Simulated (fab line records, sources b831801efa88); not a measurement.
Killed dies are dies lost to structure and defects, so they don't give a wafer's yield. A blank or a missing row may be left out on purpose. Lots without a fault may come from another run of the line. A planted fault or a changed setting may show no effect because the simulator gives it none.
fab line records | flow sfq_line
record lots=13 wafers=38 last_day=82
route steps=325 shown I5@235 I6@267 I7@297
lots that met no fault: from a run of the same line without faults
start_h: hours from the record's first day to the start of the lot's first wafer shown | wait_h: hours since the lot's step before | " the same as in the row above | L1.1+2: a row that stands for several wafers | - no value, or no start given | * or withheld: withheld | < > ~ a bound
route shown NAME@n: a module of which the file shows steps, and the number in the route of the first | usual: mean/standard deviation of fault-free wafers | same: alike in all rows | chamber/n: place in a boat | sites: the reading at each site | _std_site: their standard deviation | _edge_site: outer sites' mean less inner sites' | radius_mm: how far each site lies from the wafer's centre | mask NAME#n: copy n | behind: the tool/chamber that last shaped the wafer | hold: why the lot was held/for how many hours/how that ended | device: the transistor (n, p or np) that didn't switch | end of line: the same wafers' tests at the end of the route | a step without rows: its recipe alone | killed: dies lost to structure and defects at the first sort, not the wafer's yield | map: a wafer's dies, x killed, . not, _ none there
set.NAME: the setting as run; set.NAME@STEP: as run at that earlier step | model.NAME: the simulator's own value behind a step, which no gauge read
steps of the route over a sample of lots; a table a step, a row a wafer
services: from which hour (start_h, from the record's first day; less than 0 if before it) a tool's chamber was out of use, for how many hours, and why
## steps
# step SFQ_I5_OVL_MEAS_936
# usual I5_OVL=1/5.7
# columns lot.wafer tool chamber start_h wait_h I5_OVL[nm]
L810.2 overlay-01 - 1379.98 0.1 -11
L810.5 " - " " 4
L810.6 " - " " -12
L811.2 overlay-01 - 1385.98 0.1 -1
L811.5 " - " " 7
L811.6 " - " " -3
L812.1 overlay-01 - 1388.37 0.1 -6
L812.4 " - " " 1
L812.5 " - " " -3
L813.1 overlay-01 - 1391.97 0.1 3
L813.2 " - " " 4
L813.3 " - " " -1
L814.1 overlay-01 - 1394.37 0.1 2
L814.4 " - " " 2
L814.6 " - " " 0
L815.1 overlay-01 - 1415.63 0.1 -1
L815.3 " - " " -5
L815.5 " - " " -4
L816.1 overlay-02 - 1606.10 0.1 -5
L816.3 " - " " -10
L816.6 " - " " -10
L817.1 overlay-02 - 1607.30 0.1 -1
L817.5 " - " " -1
L817.6 " - " " 0
L818.1 overlay-01 - 1611.00 0.1 7
L818.4 " - " " 3
L818.6 " - " " 4
L820.1 overlay-01 - 1623.00 0.1 -11
L820.3 " - " " -6
L820.5 " - " " -8
L821.2 overlay-02 - 1628.55 0.1 11
L821.3 " - " " 3
L821.6 " - " " 9
L822.1 overlay-02 - 1629.75 0.1 9
L822.3 " - " " 6
L822.6 " - " " 3
L828.4 overlay-02 - 1680.16 0.1 -8
L828.5 " - " " -7
# step SFQ_TRILAYER_I6_CMP_CMP_166
# recipe material=SiO2 down_force_psi=3 platen_rpm=60 pad_velocity_m_s=0.94248
# usual motor_current_A=10.6/0.56 time_to_endpoint_s=213/6.7
# columns lot.wafer tool chamber start_h wait_h motor_current_A time_to_endpoint_s
L810.2 cmp-01 1 1498.95 0.5 10.3 214
L810.5 " 0 1500.45 2.0 10.8 232
L810.6 " 1 " " 10.6 237
L811.2 cmp-01 2 1507.45 1.8 10.2 213
L811.6 " 2 1509.45 3.8 11.1 219
L811.5 " 3 " " 11.2 211
L812.4 cmp-02 0 1509.75 1.7 9.7 213
L812.1 " 2 1510.75 2.7 11.5 209
L812.5 " 0 1511.75 3.7 10.0 221
L813.2 cmp-01 2 1513.45 1.8 10.9 220
L813.1 " 3 " " 10.7 213
L813.3 " 0 " " 10.6 221
L814.1 cmp-01 2 1519.95 4.0 10.4 210
L814.4 " 0 1520.95 4.9 10.6 212
L814.6 " 2 1521.95 5.9 10.8 219
L815.1 cmp-02 0 1535.20 8.4 10.1 203
L815.3 " 1 " " 9.5 218
L815.5 " 0 1537.20 10.4 10.1 214
L816.1 cmp-02 2 1717.63 2.3 11.8 206
L816.3 " 3 " " 11.6 212
L816.6 " 0 " " 9.1 215
L817.1 cmp-01 2 1718.93 1.2 10.7 223
L817.6 " 1 1720.43 2.7 10.9 221
L817.5 " 2 " " 10.5 230
L818.1 cmp-01 3 1722.43 2.3 11.1 206
L818.4 " 0 " " 10.7 217
L818.6 " 2 1723.93 3.8 10.2 222
L820.1 cmp-02 2 1734.41 3.5 11.4 220
L820.3 " 0 1735.41 4.5 10.3 208
L820.5 " 2 1736.41 5.5 10.9 220
L821.3 cmp-01 3 1738.05 2.3 10.3 201
L821.2 " 0 " " 10.5 210
L821.6 " 2 1739.55 3.8 10.7 209
L822.1 cmp-01 2 1741.55 1.0 10.8 212
L822.3 " 3 " " 11.5 205
L822.6 " 0 " " 10.5 214
L828.4 cmp-02 2 1805.41 19.3 11.3 207
L828.5 " 1 1806.91 20.8 10.0 211
# step SFQ_I6_OVL_MEAS_942
# usual I6_OVL=0/5.2
# columns lot.wafer tool chamber start_h wait_h I6_OVL[nm]
L810.2 overlay-02 - 1615.23 0.1 -3
L810.5 " - " " 0
L810.6 " - " " 5
L811.2 overlay-02 - 1622.43 0.1 -2
L811.5 " - " " -1
L811.6 " - " " 2
L812.1 overlay-02 - 1624.82 0.1 0
L812.4 " - " " -5
L812.5 " - " " 2
L813.1 overlay-01 - 1628.42 0.1 -5
L813.2 " - " " 0
L813.3 " - " " -4
L814.1 overlay-01 - 1636.82 0.1 -3
L814.4 " - " " 0
L814.6 " - " " 4
L815.1 overlay-01 - 1650.02 0.1 -1
L815.3 " - " " 0
L815.5 " - " " -1
L816.1 overlay-02 - 1723.32 0.1 5
L816.3 " - " " 9
L816.6 " - " " 7
L817.1 overlay-02 - 1725.00 0.1 -4
L817.5 " - " " -4
L817.6 " - " " -4
L818.1 overlay-01 - 1728.04 0.1 -14
L818.4 " - " " -1
L818.6 " - " " -15
L820.1 overlay-02 - 1742.94 0.1 2
L820.3 " - " " 9
L820.5 " - " " 3
L821.2 overlay-02 - 1748.94 0.1 11
L821.3 " - " " 7
L821.6 " - " " 8
L822.1 overlay-02 - 1751.34 0.1 18
L822.3 " - " " 9
L822.6 " - " " 8
L828.4 overlay-01 - 1883.97 0.1 -6
L828.5 " - " " 2
# step SFQ_TRILAYER_I7_CMP_CMP_184
# recipe material=SiO2 down_force_psi=3 platen_rpm=60 pad_velocity_m_s=0.94248
# usual motor_current_A=10.6/0.57 time_to_endpoint_s=213/5.9
# columns lot.wafer tool chamber start_h wait_h motor_current_A time_to_endpoint_s
L810.2 cmp-02 0 1641.40 5.8 10.3 199
L810.6 " 3 1642.90 7.3 10.8 217
L810.5 " 0 " " 9.9 215
L811.2 cmp-02 3 1659.90 13.5 11.1 204
L811.5 " 1 1660.90 14.5 9.8 212
L811.6 " 2 " " 11.2 217
L812.1 cmp-02 0 1664.90 14.9 9.9 214
L812.4 " 2 1665.90 15.9 11.6 225
L812.5 " 0 1666.90 16.9 9.7 231
L813.3 cmp-01 3 1671.95 16.0 10.2 209
L813.2 " 0 " " 11.3 209
L813.1 " 1 " " 10.8 216
L814.1 cmp-02 1 1676.65 14.7 10.4 215
L814.4 " 2 " " 11.9 213
L814.6 " 0 1678.15 16.1 9.9 217
L815.1 cmp-01 3 1683.95 6.4 10.8 206
L815.3 " 0 " " 10.7 216
L815.5 " 2 1685.45 7.8 10.9 220
L816.3 cmp-02 1 1727.91 0.0 10.0 208
L816.1 " 2 " " 11.1 210
L816.6 " 2 1730.41 2.5 11.1 212
L817.1 cmp-01 3 1731.55 1.3 10.7 209
L817.6 " 3 1733.55 3.2 10.5 213
L817.5 " 0 " " 11.5 219
L818.4 cmp-01 0 1735.05 2.4 10.5 214
L818.1 " 2 1736.05 3.5 10.2 216
L818.6 " 0 1737.05 4.4 10.7 214
L820.3 cmp-02 2 1752.03 0.9 11.9 213
L820.1 " 0 1753.03 1.9 9.8 210
L820.5 " 2 1754.03 2.8 10.7 215
L821.2 cmp-02 0 1758.41 0.0 9.1 205
L821.3 " 1 " " 10.1 219
L821.6 " 0 1760.41 2.0 10.1 206
L822.1 cmp-02 0 1761.41 1.8 9.7 208
L822.3 " 3 1762.91 3.3 11.3 219
L822.6 " 0 " " 10.3 217
L828.4 cmp-01 2 1889.77 0.5 10.7 199
L828.5 " 1 1891.27 2.0 10.7 208
# step SFQ_TRILAYER_I7_METRO_MEASURE_185
# usual thk_nm=199.9/0.87
# columns lot.wafer tool chamber start_h wait_h thk_nm
L810.2 film_metro-01 - 1644.22 0.3 199.6
L810.5 " - " " 200.4
L810.6 " - " " 199.1
L811.2 film_metro-02 - 1662.22 0.3 199.9
L811.5 " - " " 201.0
L811.6 " - " " 198.8
L812.1 film_metro-02 - 1668.02 0.1 200.1
L812.4 " - " " 200.0
L812.5 " - " " 200.3
L813.1 film_metro-01 - 1674.57 0.1 199.7
L813.2 " - " " 198.9
L813.3 " - " " 198.2
L814.1 film_metro-03 - 1678.77 0.1 199.1
L814.4 " - " " 199.4
L814.6 " - " " 201.0
L815.1 film_metro-02 - 1686.57 0.1 200.6
L815.3 " - " " 199.8
L815.5 " - " " 200.9
L816.1 film_metro-03 - 1731.03 0.1 200.4
L816.3 " - " " 201.4
L816.6 " - " " 200.7
L817.1 film_metro-02 - 1734.67 0.1 200.0
L817.5 " - " " 200.4
L817.6 " - " " 200.6
L818.1 film_metro-02 - 1737.67 0.1 199.6
L818.4 " - " " 201.2
L818.6 " - " " 201.4
L820.1 film_metro-03 - 1755.15 0.1 200.8
L820.3 " - " " 199.8
L820.5 " - " " 199.8
L821.2 film_metro-03 - 1761.73 0.3 199.6
L821.3 " - " " 199.8
L821.6 " - " " 200.8
L822.1 film_metro-02 - 1764.53 0.1 200.5
L822.3 " - " " 200.1
L822.6 " - " " 200.2
L828.4 film_metro-03 - 1892.99 0.6 219.6
L828.5 " - " " 200.2
# step SFQ_TRILAYER_I7_VIA_ETCH_VIA_ETCH_190
# recipe target=SiO2 stop_on=Nb mask_material=PR taper_deg=20 chemistry=CHF3 target_depth_nm=260 source_w=500 bias_w=80 pressure_mtorr=30 time_s=withheld
# usual drypump_motor_current_A=5.6/0.45 oes_product_au=0.854/0.0049
# columns lot.wafer tool chamber start_h wait_h drypump_motor_current_A oes_product_au
L810.2 rie_diel-04 3 1670.62 0.0 5.6 0.858
L810.5 " 0 " " 6.1 0.857
L810.6 " 1 " " 4.8 0.847
L811.2 rie_diel-03 0 1683.82 0.0 6.3 0.855
L811.5 " 0 " " 6.3 0.867
L811.6 " 3 " " 5.7 0.849
L812.1 rie_diel-02 2 1688.42 0.0 5.6 0.853
L812.4 " 3 " " 5.3 0.858
L812.5 " 1 " " 5.1 0.855
L813.1 rie_diel-02 1 1694.42 0.0 5.1 0.856
L813.2 " 0 " " 6.4 0.858
L813.3 " 2 " " 5.6 0.844
L814.1 rie_diel-04 1 1699.22 0.0 4.8 0.858
L814.4 " 3 " " 5.6 0.861
L814.6 " 1 " " 4.8 0.855
L815.1 rie_diel-03 2 1704.02 0.0 5.4 0.862
L815.3 " 0 " " 6.3 0.852
L815.5 " 2 " " 5.5 0.861
L816.1 rie_diel-03 3 1734.56 0.0 5.8 0.853
L816.3 " 2 " " 5.4 0.856
L816.6 " 1 " " 5.5 0.850
L817.1 rie_diel-02 0 1738.21 0.0 6.4 0.861
L817.5 " 2 " " 5.6 0.853
L817.6 " 1 " " 5.1 0.848
L818.1 rie_diel-02 0 1744.21 0.0 6.4 0.854
L818.4 " 1 " " 5.1 0.854
L818.6 " 2 " " 5.6 0.858
L820.1 rie_diel-04 3 1762.21 0.0 5.6 0.859
L820.3 " 0 " " 6.1 0.856
L820.5 " 3 " " 5.5 0.851
L821.2 rie_diel-04 1 1818.84 0.0 4.8 0.856
L821.3 " 0 " " 6.1 0.857
L821.6 " 3 " " 5.5 0.860
L822.1 rie_diel-03 2 1820.04 0.0 5.5 0.852
L822.3 " 1 " " 5.5 0.853
L822.6 " 0 " " 6.4 0.852
L828.4 rie_diel-02 1 1897.14 0.0 5.0 0.907
L828.5 " 1 " " 5.1 0.854
## services
# columns tool chamber start_h hours kind
film_metro-03 - 1489.21 0.7 pm
film_metro-03 - 1490.88 1.6 pm
film_metro-02 - 1505.67 0.5 pm
cmp-02 - 1515.25 16.5 pm
film_metro-02 - 1533.98 1.5 pm
cmp-01 - 1534.45 7.5 pm
film_metro-02 - 1543.86 1.2 pm
cmp-01 - 1595.30 4.0 pm
cmp-02 - 1626.64 8.3 pm
cmp-01 - 1640.27 6.0 pm
cmp-01 - 1646.25 16.2 pm
film_metro-02 - 1651.43 0.2 pm
film_metro-02 - 1654.10 0.3 pm
cmp-02 - 1667.90 4.7 pm
cmp-02 - 1685.85 2.0 repair
cmp-02 - 1732.14 1.4 repair
film_metro-02 - 1750.67 1.6 pm
cmp-02 - 1776.41 4.0 pm
film_metro-02 - 1788.86 0.7 pm
cmp-01 - 1798.24 5.5 repair
cmp-01 - 1799.75 1.4 repair
cmp-01 - 1829.00 1.2 repair
cmp-02 - 1866.58 3.8 repair
film_metro-02 - 1896.43 2.6 pm
## key
first_sign step=SFQ_TRILAYER_I7_METRO_MEASURE_185 reading=thk_nm direction=up sigmas=23 usual=199.9 struck=219.6
effect step=SFQ_TRILAYER_I7_VIA_ETCH_VIA_ETCH_190 reading=oes_product_au direction=up sigmas=11 usual=0.854 struck=0.907
met_at SFQ_TRILAYER_I7_CMP_CMP_184
struck_lots L828
struck_wafers L828.4
not_acting_at SFQ_I5_OVL_MEAS_936,SFQ_TRILAYER_I6_CMP_CMP_166,SFQ_I6_OVL_MEAS_942
onset_between 1735.05 1889.77
fault kind=process_parameter_drift tool=cmp-01 chamber=- onset_h=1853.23 steps=SFQ_TRILAYER_I7_CMP_CMP_184 channel=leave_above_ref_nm offset=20 shape=step end_h=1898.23 scope=struck_wafers_only acts_in=these_recipes_only stated=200
